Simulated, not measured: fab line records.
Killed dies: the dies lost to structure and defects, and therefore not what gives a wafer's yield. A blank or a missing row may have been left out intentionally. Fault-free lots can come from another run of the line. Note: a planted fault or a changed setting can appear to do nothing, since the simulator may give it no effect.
Matching of chambers	flow gf180mcu	GF_V1_CMP_26 on cmp-02: 4 sister chambers
The step polishes, stops on SiO2, t overpolish 15 s, target thk 0 nm. 22 wafers are shown with their chamber, then 11 later ones without.

== EACH WAFER AND ITS CHAMBER ==
wafer	chamber	motor_current_A (A)	overpolish_run_s (s)	time_to_endpoint_s (s)
L937.1	0	11.2	14.997	79
L937.2	1	11.2	15.002	77
L937.3	3	10.6	15.000	83
L941.2	3	10.3	14.993	85
L941.5	3	10.4	14.999	87
L941.6	2	10.2	14.993	85
L942.1	3	10.6	14.978	82
L942.3	0	11.1	15.007	82
L942.6	0	11.1	14.997	82
L943.2	3	10.4	14.993	84
L943.3	0	10.9	14.998	87
L943.4	1	11.5	14.989	89
L948.1	3	11.1	15.010	85
L948.2	0	11.7	15.000	81
L948.5	0	10.7	15.015	81
L951.4	3	10.2	14.988	81
L951.5	0	11.2	14.997	77
L951.6	1	12.1	15.008	82
L952.2	0	12.2	14.995	81
L952.4	3	10.4	15.002	81
L952.5	0	10.9	15.009	81
L953.1	1	12.0	15.002	87

SIGNATURES, as means of the wafers listed above
reading	chamber 0	chamber 1	chamber 2	chamber 3	scatter within a chamber
motor_current_A	11.222	11.700	10.200	10.500	0.393
overpolish_run_s	15.00167	15.00025	14.99300	14.99537	0.0083
time_to_endpoint_s	81.22	83.75	85.00	83.50	3.13
Rule: a wafer lies at a distance from a chamber equal to the root of the sum of squares, over the readings, of (its reading less the chamber's mean, divided by the reading's scatter). If the next closest chamber is less than 2 further off than the closest, the wafer can't be placed; otherwise it belongs to the closest. The scatter: the root of (the sum of the squares of (reading less its chamber's mean) over the shown wafers, divided by (wafers less chambers)).

== WAFERS WHOSE CHAMBER IS MISSING ==
wafer	motor_current_A (A)	overpolish_run_s (s)	time_to_endpoint_s (s)
L953.3	10.7	14.987	87
L953.4	10.3	14.998	84
L955.2	10.0	15.002	81
L955.3	10.5	14.995	83
L955.6	12.1	15.011	85
L958.1	10.8	15.001	81
L958.2	11.5	14.995	84
L958.3	11.1	14.985	82
L960.2	10.2	15.002	81
L960.4	10.7	14.986	83
L960.5	11.1	14.995	82

== WHICH CHAMBER EACH WENT THROUGH ==
wafer	from the rows above	in truth
L953.3	can't be placed: 3 or 2 or 0 or 1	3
L953.4	can't be placed: 3 or 2 or 0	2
L955.2	can't be placed: 3 or 2 or 0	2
L955.3	can't be placed: 3 or 2 or 0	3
L955.6	can't be placed: 1 or 0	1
L958.1	can't be placed: 0 or 3 or 2 or 1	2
L958.2	can't be placed: 1 or 0 or 3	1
L958.3	can't be placed: 3 or 0 or 1 or 2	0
L960.2	can't be placed: 3 or 2 or 0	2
L960.4	can't be placed: 3 or 2 or 0 or 1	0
L960.5	can't be placed: 0 or 3 or 1 or 2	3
Correct placement for 0 of the 11. From these rows, 11 cannot be placed; in 11 the true chamber is one of the candidates. Wrongly placed: 0.
